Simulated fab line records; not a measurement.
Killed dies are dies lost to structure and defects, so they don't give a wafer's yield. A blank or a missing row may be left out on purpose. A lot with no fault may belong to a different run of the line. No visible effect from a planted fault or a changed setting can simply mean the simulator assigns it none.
Matching of chambers | flow gf180mcu | rieSi-02 running GF_POLY_GATE_ETCH_13: 4 sister chambers
The step etches poly-Si in HBr/Cl2, stops on SiO2, target depth 198.5 nm, time 69.6 s. 14 wafers are shown with their chamber, then 7 later ones without.

== EACH WAFER AND ITS CHAMBER ==
wafer  | chamber | drypumpMotorCurrentA (A) | oesProductAu (a.u.) | throttleValvePct (%)
L492.4 | 1       | 5.4                      | 0.982               | 33.673
L492.5 | 0       | 5.5                      | 0.977               | 33.682
L492.6 | 3       | 6.2                      | 0.993               | 33.686
L493.3 | 2       | 4.8                      | 0.988               | 33.695
L493.5 | 2       | 4.8                      | 0.988               | 33.686
L493.6 | 1       | 5.4                      | 0.981               | 33.682
L495.1 | 2       | 4.8                      | 0.978               | 33.677
L495.2 | 1       | 5.4                      | 0.991               | 33.710
L495.4 | 0       | 5.6                      | 0.992               | 33.690
L496.1 | 1       | 5.4                      | 0.991               | 33.684
L496.4 | 0       | 5.6                      | 0.973               | 33.700
L496.6 | 3       | 6.2                      | 0.976               | 33.675
L498.2 | 2       | 4.8                      | 0.981               | 33.686
L498.3 | 3       | 6.2                      | 0.977               | 33.694

SIGNATURES (means of the wafers above)
reading              | chamber 0 | chamber 1 | chamber 2 | chamber 3 | scatter within a chamber
drypumpMotorCurrentA | 5.567     | 5.400     | 4.800     | 6.200     | 0.0258
oesProductAu         | 0.98067   | 0.98625   | 0.98375   | 0.98200   | 0.00742
throttleValvePct     | 33.69067  | 33.68725  | 33.68600  | 33.68500  | 0.0112
Rule: for each reading, subtract the chamber's mean from the wafer's reading, divide by that reading's scatter and square the result; add these up over the readings and take the root, which gives the wafer's distance from the chamber. If the next closest chamber is less than 2 further off than the closest, the wafer can't be placed; otherwise it belongs to the closest. The scatter: take each reading less its chamber's mean, square it, sum over the shown wafers, divide by the number of wafers less the number of chambers, and take the root.

== WAFERS WITHOUT THEIR CHAMBER ==
wafer  | drypumpMotorCurrentA (A) | oesProductAu (a.u.) | throttleValvePct (%)
L498.6 | 6.2                      | 0.976               | 33.667
L499.4 | 6.2                      | 0.981               | 33.675
L501.1 | 5.6                      | 0.990               | 33.694
L501.4 | 4.8                      | 1.000               | 33.683
L512.2 | 5.6                      | 0.984               | 33.687
L512.3 | 6.2                      | 0.992               | 33.688
L512.4 | 5.4                      | 1.003               | 33.687

== EACH ONE'S CHAMBER ==
wafer  | from the rows above | in truth
L498.6 | 3                   | 3
L499.4 | 3                   | 3
L501.1 | 0                   | 0
L501.4 | 2                   | 2
L512.2 | 0                   | 0
L512.3 | 3                   | 3
L512.4 | 1                   | 1
Placed correctly: 7 of 7. Not placeable from these rows: 0. 0 placed wrongly.
